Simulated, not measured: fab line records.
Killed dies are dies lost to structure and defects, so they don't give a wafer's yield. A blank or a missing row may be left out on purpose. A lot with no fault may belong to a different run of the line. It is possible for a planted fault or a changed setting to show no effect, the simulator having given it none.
Which of the tools did it? / flow gf180mcu / 12 lots with 36 wafers sampled at 6 steps, on a route of 602 steps

## WHAT THE GAUGES READ, wafer by wafer
GF_VT_IMPLANT_RS_MEAS_47: the measuring method here is four-point-probe.
lot=L910; measured=day 7 13:44; on=filmMetro-01; NWELL_RS (ohm/sq)=491.5 490.5 491.0
lot=L911; measured=day 7 20:18; on=filmMetro-01; NWELL_RS (ohm/sq)=487.3 486.5 487.8
lot=L912; measured=day 7 23:25; on=filmMetro-02; NWELL_RS (ohm/sq)=492.2 493.4 493.0
lot=L914; measured=day 8 15:37; on=filmMetro-02; NWELL_RS (ohm/sq)=488.6 489.4 490.1
lot=L915; measured=day 8 22:41; on=filmMetro-04; NWELL_RS (ohm/sq)=491.2 492.1 492.0
lot=L916; measured=day 9 03:36; on=filmMetro-04; NWELL_RS (ohm/sq)=489.4 491.5 490.7
lot=L918; measured=day 9 18:01; on=filmMetro-04; NWELL_RS (ohm/sq)=492.8 490.9 492.2
lot=L920; measured=day 10 07:54; on=filmMetro-04; NWELL_RS (ohm/sq)=488.5 488.9 488.9
lot=L927; measured=day 12 07:01; on=filmMetro-02; NWELL_RS (ohm/sq)=490.9 493.1 492.1
lot=L929; measured=day 12 23:36; on=filmMetro-02; NWELL_RS (ohm/sq)=492.1 491.1 490.6
lot=L930; measured=day 13 03:01; on=filmMetro-04; NWELL_RS (ohm/sq)=488.0 487.9 488.2
lot=L933; measured=day 14 03:18; on=filmMetro-04; NWELL_RS (ohm/sq)=489.9 490.2 489.0

GF_POLY_GATE_THK_MEAS_17.
lot=L910; measured=day 9 06:53; on=filmMetro-02; POLY_GATE_OXIDATION_THK (nm)=3.96 3.95 3.93
lot=L911; measured=day 9 13:52; on=filmMetro-03; POLY_GATE_OXIDATION_THK (nm)=3.91 3.91 3.93
lot=L912; measured=day 9 18:00; on=filmMetro-03; POLY_GATE_OXIDATION_THK (nm)=3.89 3.85 4.00
lot=L914; measured=day 10 08:58; on=filmMetro-02; POLY_GATE_OXIDATION_THK (nm)=4.03 4.10 4.10
lot=L915; measured=day 10 19:01; on=filmMetro-04; POLY_GATE_OXIDATION_THK (nm)=4.04 4.05 4.04
lot=L916; measured=day 11 00:22; on=filmMetro-02; POLY_GATE_OXIDATION_THK (nm)=4.17 4.10 4.19
lot=L918; measured=day 11 16:47; on=filmMetro-02; POLY_GATE_OXIDATION_THK (nm)=4.03 3.85 3.94
lot=L920; measured=day 12 06:19; on=filmMetro-02; POLY_GATE_OXIDATION_THK (nm)=3.94 3.96 4.00
lot=L927; measured=day 14 07:16; on=filmMetro-04; POLY_GATE_OXIDATION_THK (nm)=3.97 3.97 4.08
lot=L929; measured=day 14 22:51; on=filmMetro-03; POLY_GATE_OXIDATION_THK (nm)=3.94 3.86 3.93
lot=L930; measured=day 15 02:54; on=filmMetro-04; POLY_GATE_OXIDATION_THK (nm)=3.85 3.93 3.87
lot=L933; measured=day 16 05:01; on=filmMetro-03; POLY_GATE_OXIDATION_THK (nm)=3.93 4.00 3.89

GF_HV_LDD_TW_MEAS_11.
lot=L910; measured=day 10 00:55; on=filmMetro-01; HV_LDD_TW=2399 2390 2378
lot=L911; measured=day 10 07:19; on=filmMetro-04; HV_LDD_TW=2425 2428 2430
lot=L912; measured=day 10 12:12; on=filmMetro-02; HV_LDD_TW=2386 2378 2396
lot=L914; measured=day 11 02:56; on=filmMetro-04; HV_LDD_TW=2430 2438 2446
lot=L915; measured=day 11 13:57; on=filmMetro-04; HV_LDD_TW=2427 2427 2421
lot=L916; measured=day 11 19:45; on=filmMetro-04; HV_LDD_TW=2421 2428 2430
lot=L918; measured=day 12 11:54; on=filmMetro-04; HV_LDD_TW=2480 2454 2476
lot=L920; measured=day 13 02:41; on=filmMetro-01; HV_LDD_TW=2455 2449 2459
lot=L927; measured=day 15 04:44; on=filmMetro-01; HV_LDD_TW=2389 2402 2384
lot=L929; measured=day 15 20:51; on=filmMetro-01; HV_LDD_TW=2389 2395 2387
lot=L930; measured=day 16 01:02; on=filmMetro-01; HV_LDD_TW=2389 2373 2384
lot=L933; measured=day 17 03:41; on=filmMetro-01; HV_LDD_TW=2373 2372 2371

GF_HV_LDD_RS_MEAS_53: the measuring method here is four-point-probe.
lot=L910; measured=day 12 09:29; on=filmMetro-04; HV_LDD_RS (ohm/sq)=418.2 418.9 418.4
lot=L911; measured=day 12 16:52; on=filmMetro-04; HV_LDD_RS (ohm/sq)=417.9 417.1 417.4
lot=L912; measured=day 12 22:28; on=filmMetro-04; HV_LDD_RS (ohm/sq)=418.7 419.6 418.5
lot=L914; measured=day 13 13:40; on=filmMetro-02; HV_LDD_RS (ohm/sq)=418.1 419.9 418.9
lot=L915; measured=day 14 02:14; on=filmMetro-04; HV_LDD_RS (ohm/sq)=419.3 418.5 419.3
lot=L916; measured=day 14 09:44; on=filmMetro-01; HV_LDD_RS (ohm/sq)=418.7 419.2 418.6
lot=L918; measured=day 15 02:07; on=filmMetro-04; HV_LDD_RS (ohm/sq)=401.3 402.2 400.9
lot=L920; measured=day 15 17:58; on=filmMetro-01; HV_LDD_RS (ohm/sq)=401.3 401.0 400.5
lot=L927; measured=day 18 01:25; on=filmMetro-01; HV_LDD_RS (ohm/sq)=415.6 416.4 417.4
lot=L929; measured=day 18 19:04; on=filmMetro-02; HV_LDD_RS (ohm/sq)=417.9 417.5 418.0
lot=L930; measured=day 18 23:37; on=filmMetro-04; HV_LDD_RS (ohm/sq)=417.1 418.2 419.1
lot=L933; measured=day 20 04:51; on=filmMetro-01; HV_LDD_RS (ohm/sq)=418.4 418.3 418.2

## WHICH TOOL RAN EACH LOT (tool, then ch and the chambers of the sampled wafers, then the start)
lot=L910; GF_HV_LDD_IMPLANT_09=implanter-01 ch 0, day 10 00:40; GF_HV_LDD_STRIP_10=plasmaAsher-03 ch 0, day 10 00:48
lot=L911; GF_HV_LDD_IMPLANT_09=implanter-02 ch 0, day 10 07:06; GF_HV_LDD_STRIP_10=plasmaAsher-02 ch 0,1, day 10 07:14
lot=L912; GF_HV_LDD_IMPLANT_09=implanter-02 ch 0, day 10 11:57; GF_HV_LDD_STRIP_10=plasmaAsher-04 ch 0,1, day 10 12:06
lot=L914; GF_HV_LDD_IMPLANT_09=implanter-03 ch 0, day 11 02:41; GF_HV_LDD_STRIP_10=plasmaAsher-03 ch 0,1, day 11 02:50
lot=L915; GF_HV_LDD_IMPLANT_09=implanter-03 ch 0, day 11 13:43; GF_HV_LDD_STRIP_10=plasmaAsher-04 ch 0,1, day 11 13:50
lot=L916; GF_HV_LDD_IMPLANT_09=implanter-01 ch 0, day 11 19:30; GF_HV_LDD_STRIP_10=plasmaAsher-03 ch 0,1, day 11 19:39
lot=L918; GF_HV_LDD_IMPLANT_09=implanter-01 ch 0, day 12 11:39; GF_HV_LDD_STRIP_10=plasmaAsher-02 ch 0,1, day 12 11:48
lot=L920; GF_HV_LDD_IMPLANT_09=implanter-01 ch 0, day 13 02:26; GF_HV_LDD_STRIP_10=plasmaAsher-04 ch 0,1, day 13 02:35
lot=L927; GF_HV_LDD_IMPLANT_09=implanter-03 ch 0, day 15 04:29; GF_HV_LDD_STRIP_10=plasmaAsher-04 ch 0,1, day 15 04:38
lot=L929; GF_HV_LDD_IMPLANT_09=implanter-01 ch 0, day 15 20:36; GF_HV_LDD_STRIP_10=plasmaAsher-03 ch 0,1, day 15 20:45
lot=L930; GF_HV_LDD_IMPLANT_09=implanter-03 ch 0, day 16 00:47; GF_HV_LDD_STRIP_10=plasmaAsher-03 ch 0,1, day 16 00:56
lot=L933; GF_HV_LDD_IMPLANT_09=implanter-01 ch 0, day 17 03:26; GF_HV_LDD_STRIP_10=plasmaAsher-03 ch 0,1, day 17 03:35
- GF_HV_LDD_IMPLANT_09
- GF_HV_LDD_STRIP_10: strips in O2/N2.

## WHAT THE TOOLS THEMSELVES READ (means of the sampled wafers that have a number; where no wafer has one, the mark that the record gives instead)
GF_HV_LDD_IMPLANT_09.
lot=L910 tool=implanter-01 doseIonsCm2=9.988e+13 faradayCurrentUA=570
lot=L911 tool=implanter-02 doseIonsCm2=1.000e+14 faradayCurrentUA=562
lot=L912 tool=implanter-02 doseIonsCm2=1.001e+14 faradayCurrentUA=564
lot=L914 tool=implanter-03 doseIonsCm2=9.967e+13 faradayCurrentUA=556
lot=L915 tool=implanter-03 doseIonsCm2=9.997e+13 faradayCurrentUA=561
lot=L916 tool=implanter-01 doseIonsCm2=9.998e+13 faradayCurrentUA=559
lot=L918 tool=implanter-01 doseIonsCm2=1.100e+14 faradayCurrentUA=614
lot=L920 tool=implanter-01 doseIonsCm2=1.101e+14 faradayCurrentUA=623
lot=L927 tool=implanter-03 doseIonsCm2=9.993e+13 faradayCurrentUA=569
lot=L929 tool=implanter-01 doseIonsCm2=9.998e+13 faradayCurrentUA=564
lot=L930 tool=implanter-03 doseIonsCm2=9.988e+13 faradayCurrentUA=557
lot=L933 tool=implanter-01 doseIonsCm2=1.001e+14 faradayCurrentUA=570

GF_HV_LDD_STRIP_10.
lot=L910; tool=plasmaAsher-03; drypumpMotorCurrentA (A)=5.4; heaterPowerW (W)=262; oesProductAu (a.u.)=0.711; stripTimeToEndpointS (s)=12.63
lot=L911; tool=plasmaAsher-02; drypumpMotorCurrentA (A)=5.9; heaterPowerW (W)=300; oesProductAu (a.u.)=0.717; stripTimeToEndpointS (s)=12.67
lot=L912; tool=plasmaAsher-04; drypumpMotorCurrentA (A)=6.6; heaterPowerW (W)=323; oesProductAu (a.u.)=0.717; stripTimeToEndpointS (s)=12.68
lot=L914; tool=plasmaAsher-03; drypumpMotorCurrentA (A)=5.6; heaterPowerW (W)=285; oesProductAu (a.u.)=0.721; stripTimeToEndpointS (s)=12.64
lot=L915; tool=plasmaAsher-04; drypumpMotorCurrentA (A)=6.6; heaterPowerW (W)=323; oesProductAu (a.u.)=0.712; stripTimeToEndpointS (s)=12.64
lot=L916; tool=plasmaAsher-03; drypumpMotorCurrentA (A)=5.7; heaterPowerW (W)=309; oesProductAu (a.u.)=0.713; stripTimeToEndpointS (s)=12.62
lot=L918; tool=plasmaAsher-02; drypumpMotorCurrentA (A)=5.9; heaterPowerW (W)=323; oesProductAu (a.u.)=0.716; stripTimeToEndpointS (s)=12.61
lot=L920; tool=plasmaAsher-04; drypumpMotorCurrentA (A)=6.6; heaterPowerW (W)=321; oesProductAu (a.u.)=0.719; stripTimeToEndpointS (s)=12.66
lot=L927; tool=plasmaAsher-04; drypumpMotorCurrentA (A)=6.6; heaterPowerW (W)=322; oesProductAu (a.u.)=0.714; stripTimeToEndpointS (s)=12.60
lot=L929; tool=plasmaAsher-03; drypumpMotorCurrentA (A)=5.6; heaterPowerW (W)=285; oesProductAu (a.u.)=0.716; stripTimeToEndpointS (s)=12.66
lot=L930; tool=plasmaAsher-03; drypumpMotorCurrentA (A)=5.6; heaterPowerW (W)=285; oesProductAu (a.u.)=0.716; stripTimeToEndpointS (s)=12.65
lot=L933; tool=plasmaAsher-03; drypumpMotorCurrentA (A)=5.6; heaterPowerW (W)=286; oesProductAu (a.u.)=0.717; stripTimeToEndpointS (s)=12.62

## THE ANSWER, worked out from the rows above alone
Rule: what is usual is taken from the lots themselves. The widest of any qualifying gaps counts: lots, ordered by their means at a reading, are off when they make up no more than a third of the lots, leave a main group of 4 or more, and stand apart from it by 3 or more times the standard deviation of that group's means. If all means in a main group match to the digits the tables above print for the reading, that group is not used. A lot without any number at a reading at which 4 lots or more have one is off too. The other lots that the step has rows for count as sound. First the gauges in route order, then the tools' own readings, where a lot's mean is used as printed above. At the first step where some lot is off, the reading lying furthest off is the one used; lots without a number count as furthest.
Off: at GF_HV_LDD_RS_MEAS_53 (HV_LDD_RS), L918, L920. The main group: mean 418.2 ohm/sq, standard deviation 0.78.
If a tool, at a process step before that reading, ran all the lots that are off and no sound lot after the first of them, it fits. The gauges at GF_HV_LDD_RS_MEAS_53 aren't tried: what is off there is off at GF_HV_LDD_IMPLANT_09 too, on other tools, and a gauge's error can't cause that. Of those tried, none fits.

## WHAT WAS PUT IN BY THE SIMULATOR
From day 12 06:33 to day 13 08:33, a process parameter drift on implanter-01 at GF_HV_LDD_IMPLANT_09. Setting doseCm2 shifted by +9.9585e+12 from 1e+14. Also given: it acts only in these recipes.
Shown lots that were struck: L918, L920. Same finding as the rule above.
